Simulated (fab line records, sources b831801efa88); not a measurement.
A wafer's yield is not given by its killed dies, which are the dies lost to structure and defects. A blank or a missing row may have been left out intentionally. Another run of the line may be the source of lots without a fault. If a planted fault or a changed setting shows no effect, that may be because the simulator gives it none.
Struck lot and sound lot, side by side ; flow sky130 ; 17 steps out of a route of 708
Sound: wafers L499.1, L499.2, L499.3. Struck: wafer L518.4. (L518.3, L518.5 of the same lot were not struck and are left out.) The cause comes at the end.
Each step with rows lists, per side, the tool, then ch with its chambers, then its first start. Under that, the readings that differ: sound wafers ; struck wafers ; difference of the means ; sigmas: that difference in standard deviations of wafers without a fault.
alike: readings with means less than 2 such deviations apart, plus words and numbers identical on both sides. not compared: withheld readings, readings lacking a value on some wafer, bounds such as >300 that could conceal the same value, and numbers that have no deviation in the record and whose values overlap.
Wherever a step has rows on one side only, a row that says differs or no value, or a row with sigmas, the two part there. Numbers that have no deviation but don't overlap get no sigmas and don't part them. A reading missing from all wafers of one side parts the sides only when that side holds two or more wafers.

first, 3 steps without rows for these wafers: SKY_LI_CONTACT_EXPOSE_09 (exposes mask LICM1, target cd 170 nm); SKY_LI_CONTACT_PEB_10; SKY_LI_CONTACT_DEVELOP_11 (develop time 60 s).
SKY_LI_CONTACT_CD_MEAS_12: the cd target is 170 nm.
  sound on cdSem-02, day 29 08:25; struck on cdSem-01, day 35 12:12
  alike: cdNm
SKY_LI_CONTACT_OVL_MEAS_13:
  sound on overlay-02, day 29 08:32; struck on overlay-02, day 35 12:17
  alike: LI_CONTACT_OVL
then, 1 step without rows for these wafers: SKY_LI_CONTACT_ETCH_14 (etches BARC in N2/H2, stops on SiO2, time 45.9 s, target depth 60 nm).
SKY_LI_CONTACT_ETCH_15: etches PSG in C4F8/O2/Ar, stops on Si, target depth 600 nm.
  sound on rieDiel-03 ch 1,2,3, day 29 08:37; struck on rieDiel-03 ch 1, day 35 12:22
  alike: oesProductAu
SKY_LI_CONTACT_STRIP_16: strips in O2/N2.
  sound on plasmaAsher-02 ch 0,1, day 29 08:41; struck on plasmaAsher-01 ch 0, day 35 12:29
  alike: drypumpMotorCurrentA, n2FlowSccm, oesProductAu, stripTimeToEndpointS
  not compared: rfHoursCounterH
then, 2 steps without rows for these wafers: SKY_LI_CONTACT_CLEAN_17 (cleans in NMP, time 600 s); SKY_LI_CONTACT_PRE_CLEAN_18 (time 5.6 s).
SKY_LI_CONTACT_SPUTTER_19: material Ti, target thk 20 nm, time 106.37 s.
  sound on pvdSputter-04, day 29 08:59; struck on pvdSputter-04, day 35 12:45
  alike: throttleValvePct
SKY_LI_CONTACT_SPUTTER_20: material TiN, target thk 20 nm, time 80 s.
  sound on pvdSputter-04, day 29 09:04; struck on pvdSputter-04, day 35 12:50
  alike: throttleValvePct
SKY_LI_CONTACT_CVD_21: deposits W, target thk 400 nm, time 120.56 s.
  sound on cvdW-02 ch 0,1, day 29 09:07; struck on cvdW-02 ch 1, day 35 12:58
reading;sound;struck;difference;sigmas
model.W_of_LI_CONTACT_CVD_21.thkNm (nm);399.3 400.9 403.6;540.2;+138.9;
  alike: chamberPressureTorr, heaterPowerW
SKY_LI_CONTACT_RS_MEAS_22: measurement is done with a four-point probe.
  sound on filmMetro-03, day 29 09:15; struck on filmMetro-04, day 35 13:11
reading;sound;struck;difference;sigmas
LI_CONTACT_W_RS (ohm/sq);0.2858 0.2847 0.2826;0.2108;-0.0736;-27
SKY_LI_CONTACT_THK_MEAS_23: measures by xrf.
  sound on filmMetro-03, day 29 09:22; struck on filmMetro-04, day 35 13:17
reading;sound;struck;difference;sigmas
LI_CONTACT_W_THK (nm);402 406 409;539;+133;+28
SKY_LI_CONTACT_CMP_24: polishes, stops on PSG, t overpolish 20 s, target thk 0 nm.
  sound on cmp-01 ch 0,1,3, day 29 09:29; struck on cmp-02 ch 2, day 35 13:25
reading;sound;struck;difference;sigmas
headPressurePsi (psi);3.488 3.492 3.490;3.509;+0.019;+2
timeToEndpointS (s);95.8 91.8 98.0;130.0;+34.8;+12
  alike: edgeZonePressureFrac, motorCurrentA
SKY_LOCAL_INTERCONNECT_SPUTTER_00: material TiN, target thk 100 nm, time 83.3 s.
  sound on pvdSputter-04, day 29 09:44; struck on pvdSputter-03, day 35 13:37
  alike: throttleValvePct

WHERE THEY PART
First at SKY_LI_CONTACT_RS_MEAS_22; last, within this record, at SKY_LI_CONTACT_CMP_24. Later steps at which nothing parts them and some readings are alike: SKY_LOCAL_INTERCONNECT_SPUTTER_00.

WHY: what the simulator had put in
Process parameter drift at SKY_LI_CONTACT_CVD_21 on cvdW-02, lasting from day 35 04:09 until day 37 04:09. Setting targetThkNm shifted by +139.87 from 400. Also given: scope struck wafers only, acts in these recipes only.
